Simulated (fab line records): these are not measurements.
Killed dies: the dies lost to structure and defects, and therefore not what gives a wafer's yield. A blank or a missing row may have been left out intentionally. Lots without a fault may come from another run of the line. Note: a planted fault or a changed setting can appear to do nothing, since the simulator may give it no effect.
The same fault as seen by 2 desks    flow sky130    every desk sees just its own numbers, and what lay behind them comes last

THE METROLOGY DESK
Means of the sampled wafers that have a number, per lot and without regard to the tool the lot ran on: this is what the gauges read. If a lot's mean is further than 4 standard deviations from the usual mean, the lot is out of limits and carries the mark OUT (the distance appears in the brackets).
Columns: A = POLY_GATE_OVL at SKY_POLY_GATE_OVL_MEAS_14, usual -2 nm
lot   first seen here  A
L547  day 17 10:52     -3
L546  day 17 11:02     -2
L548  day 17 22:23     -1
L554  day 19 20:13     -4
L555  day 20 05:26     -1
L556  day 21 00:16     4
L559  day 22 01:53     0
L560  day 22 12:00     11
L562  day 22 19:43     -5
L564  day 23 15:10     -1
L565  day 23 16:10     -11
L567  day 25 23:28     -5
L566  day 26 02:46     2
This desk found nothing out of limits on any of the 13 lots.

AT THE TOOL OWNER'S DESK: implanter-02
For each lot that ran on this tool, the mean over its sampled wafers that have a number, from the tool's own readings at SKY_LDD_HVP_IMPLANT_08. If a lot's mean is further than 4 standard deviations from the usual mean, the lot is out of limits and carries the mark OUT (the distance appears in the brackets).
Columns: A = beamEnergyKeV at SKY_LDD_HVP_IMPLANT_08, usual 20.000
lot   first seen here  A
L547  day 22 23:03     20.001
L546  day 22 23:35     19.994
L554  day 25 00:39     20.000
L556  day 26 05:21     20.504 (+83) OUT
L559  day 27 04:38     20.517 (+85) OUT
Finding of this desk: L556, L559 out of limits; the first was L556 at day 26 05:21, on beamEnergyKeV at SKY_LDD_HVP_IMPLANT_08. Within limits: L547, L546, L554.

BROUGHT TOGETHER
The tool owner's desk had the chance to raise an alarm at day 26 05:21 on L556, L559.
Nothing out of limits was seen by the metrology desk.
The metrology desk has L556, L559 on record, within its limits.
All the named lots went through SKY_LDD_HVP_IMPLANT_08 on implanter-02.

WHAT THE SIMULATOR PUT IN
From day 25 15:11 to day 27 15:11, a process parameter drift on implanter-02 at SKY_LDD_HVP_IMPLANT_08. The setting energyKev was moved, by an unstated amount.
Struck lots among those shown: L556, L559.
How many hours passed from the start of the fault until each desk's first out-of-limits reading: the tool owner's desk, 14.
